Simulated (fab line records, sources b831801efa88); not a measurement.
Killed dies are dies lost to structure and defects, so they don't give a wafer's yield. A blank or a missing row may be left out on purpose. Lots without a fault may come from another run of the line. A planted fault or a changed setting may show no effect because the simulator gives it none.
Chamber matching | flow gf180mcu | GF_STI_ETCH_14 on rie_si-02: 4 sister chambers
The step etches Si in HBr/Cl2/O2, target depth 360 nm, time 102.9 s. 8 wafers are shown with their chamber, then 8 later ones without.

WAFERS WITH THEIR CHAMBER
wafer  | chamber | drypump_motor_current_A (A) | run_length_s (s)
L941.3 | 1       | 5.1                         | 131.6
L941.5 | 3       | 5.7                         | 131.2
L943.1 | 1       | 5.0                         | 131.2
L943.4 | 0       | 6.4                         | 132.0
L945.1 | 2       | 5.5                         | 130.9
L945.3 | 3       | 5.7                         | 130.7
L945.5 | 0       | 6.4                         | 132.1
L946.3 | 2       | 5.5                         | 131.3

WAFERS WITHOUT THEIR CHAMBER
wafer  | drypump_motor_current_A (A) | run_length_s (s)
L946.4 | 6.4                         | 131.7
L946.5 | 5.5                         | 131.9
L949.1 | 5.1                         | 131.5
L949.2 | 5.5                         | 131.2
L949.5 | 5.1                         | 130.9
L952.2 | 5.1                         | 131.1
L952.4 | 5.5                         | 131.4
L952.5 | 6.4                         | 132.2

WHICH CHAMBER EACH WENT THROUGH
wafer  | from the rows above | in truth
L946.4 | 0                   | 0
L946.5 | 2                   | 2
L949.1 | 1                   | 1
L949.2 | 2                   | 2
L949.5 | 1                   | 1
L952.2 | 1                   | 1
L952.4 | 2                   | 2
L952.5 | 0                   | 0
Placed correctly: 8 of 8. Can't be placed from these rows: 0. Placed wrongly: 0.
How it was worked out, from the rows above alone: a wafer's distance from a chamber is the root of the sum, over the readings, of the square of ((its reading less the chamber's mean) divided by the reading's scatter). The wafer belongs to the nearest chamber; if the next one is less than 2 further off, it can't be placed. A chamber's mean is the mean of its shown wafers. The scatter: the root of (the sum of the squares of (reading less its chamber's mean) over the shown wafers, divided by (wafers less chambers)).
